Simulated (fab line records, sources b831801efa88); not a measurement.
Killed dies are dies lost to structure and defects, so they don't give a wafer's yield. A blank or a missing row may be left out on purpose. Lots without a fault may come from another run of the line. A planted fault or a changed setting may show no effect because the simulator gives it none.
Which tool did it? | flow gf180mcu | 12 lots, 36 wafers sampled, at 3 steps of a route of 602

WHAT THE GAUGES READ, wafer by wafer
GF_M2_CD_MEAS_14: target cd 280 nm. Usual: cd_nm 280.2 nm, standard deviation 1.2.
lot  | measured     | on        | cd_nm (nm)        | flag
L625 | day 20 04:59 | cd_sem-02 | 281.7 281.9 282.1 |
L626 | day 20 18:19 | cd_sem-01 | 279.8 281.5 281.1 |
L627 | day 21 04:56 | cd_sem-02 | 280.7 281.3 281.3 |
L628 | day 21 14:09 | cd_sem-02 | 279.2 279.2 278.9 |
L636 | day 24 15:54 | cd_sem-02 | 279.8 279.2 280.5 |
L637 | day 24 17:27 | cd_sem-02 | 278.5 279.7 278.5 |
L639 | day 25 05:05 | cd_sem-01 | 283.6 282.6 281.9 |
L640 | day 25 10:59 | cd_sem-02 | 278.0 278.6 279.3 |
L642 | day 26 05:08 | cd_sem-02 | 278.8 279.1 278.2 |
L643 | day 26 11:20 | cd_sem-01 | 281.4 279.5 279.8 |
L644 | day 26 14:13 | cd_sem-02 | 279.9 279.3 281.4 |
L645 | day 26 22:28 | cd_sem-02 | 280.2 280.8 280.8 |

WHICH TOOL RAN EACH LOT (tool, then ch and the chambers of the sampled wafers, then the start)
lot  | GF_V1_STRIP_18                       | GF_M2_SPUTTER_03
L625 | plasma_asher-02 ch 0,1, day 19 04:34 | pvd_sputter-02, day 19 05:58
L626 | plasma_asher-01 ch 0,1, day 19 16:55 | pvd_sputter-04, day 19 18:19
L627 | plasma_asher-04 ch 0,1, day 20 03:55 | pvd_sputter-04, day 20 05:19
L628 | plasma_asher-01 ch 1, day 20 12:40   | pvd_sputter-02, day 20 14:04
L636 | plasma_asher-02 ch 1, day 23 16:19   | pvd_sputter-04, day 23 17:49
L637 | plasma_asher-02 ch 0,1, day 23 17:52 | pvd_sputter-01, day 23 19:26
L639 | plasma_asher-04 ch 0,1, day 24 05:17 | pvd_sputter-01, day 24 07:07
L640 | plasma_asher-04 ch 0,1, day 24 11:01 | pvd_sputter-01, day 24 12:38
L642 | plasma_asher-01 ch 0,1, day 25 06:37 | pvd_sputter-01, day 25 08:21
L643 | plasma_asher-01 ch 0, day 25 12:52   | pvd_sputter-01, day 25 14:16
L644 | plasma_asher-01 ch 0,1, day 25 15:58 | pvd_sputter-01, day 25 17:22
L645 | plasma_asher-04 ch 0,1, day 26 00:52 | pvd_sputter-02, day 26 02:17
- GF_V1_STRIP_18: strips in O2/N2.
- GF_M2_SPUTTER_03: material Ti, target thk 10 nm, time 6.7 s.

WHAT THE TOOLS THEMSELVES READ (means of the sampled wafers that have a number; where no wafer has one, the mark that the record gives instead)
GF_V1_STRIP_18. Usual: chamber_pressure_mTorr 1499.9 mTorr, standard deviation 1.3; drypump_motor_current_A 5.5 A, standard deviation 0.43; heater_power_w 336 W, standard deviation 40; oes_product_au 0.592 a.u., standard deviation 0.0047.
lot  | tool            | chamber_pressure_mTorr (mTorr) | drypump_motor_current_A (A) | heater_power_w (W) | oes_product_au (a.u.) | flag
L625 | plasma_asher-02 | 1498.6                         | 5.3                         | 293                | 0.594                 |
L626 | plasma_asher-01 | 1501.4                         | 5.4                         | 334                | 0.593                 |
L627 | plasma_asher-04 | 1501.1                         | 5.4                         | 356                | 0.592                 |
L628 | plasma_asher-01 | 1498.8                         | 5.6                         | 356                | 0.594                 |
L636 | plasma_asher-02 | 1500.4                         | 6.1                         | 310                | 0.591                 |
L637 | plasma_asher-02 | 1500.0                         | 5.7                         | 306                | 0.589                 |
L639 | plasma_asher-04 | 1498.8                         | 5.7                         | 388                | 0.588                 |
L640 | plasma_asher-04 | 1499.9                         | 5.5                         | 358                | 0.593                 |
L642 | plasma_asher-01 | 1497.6                         | 5.4                         | 331                | 0.587                 |
L643 | plasma_asher-01 | 1498.7                         | 5.3                         | 319                | 0.588                 |
L644 | plasma_asher-01 | 1499.2                         | 5.4                         | 333                | 0.600                 |
L645 | plasma_asher-04 | 1500.2                         | 5.4                         | 355                | 0.594                 |

GF_M2_SPUTTER_03. Usual: throttle_valve_pct 30.4 %, standard deviation 0.92.
lot  | tool           | throttle_valve_pct (%) | flag
L625 | pvd_sputter-02 | 30.7                   |
L626 | pvd_sputter-04 | 31.0                   |
L627 | pvd_sputter-04 | 31.6                   |
L628 | pvd_sputter-02 | 29.9                   |
L636 | pvd_sputter-04 | 30.8                   |
L637 | pvd_sputter-01 | 29.7                   |
L639 | pvd_sputter-01 | 30.1                   |
L640 | pvd_sputter-01 | 30.3                   |
L642 | pvd_sputter-01 | 29.6                   |
L643 | pvd_sputter-01 | 30.2                   |
L644 | pvd_sputter-01 | 29.7                   |
L645 | pvd_sputter-02 | 30.3                   |

THE ANSWER, worked out from the rows above alone
Rule: a lot is off if the mean of its wafers that have a number lies more than 3 standard deviations from the usual mean. A lot without any number at a reading at which 4 lots or more have one is off too. The other lots that the step has rows for count as sound. The gauges are gone through in route order, then the tools' own readings, and for those a lot's mean is taken as printed above. The first step at which some lot is off is used, and at that step the reading that is off furthest; a lot without a number counts as furthest.
No lot is off at any reading shown: from this, nothing can be told.

WHAT THE SIMULATOR HAD PUT IN
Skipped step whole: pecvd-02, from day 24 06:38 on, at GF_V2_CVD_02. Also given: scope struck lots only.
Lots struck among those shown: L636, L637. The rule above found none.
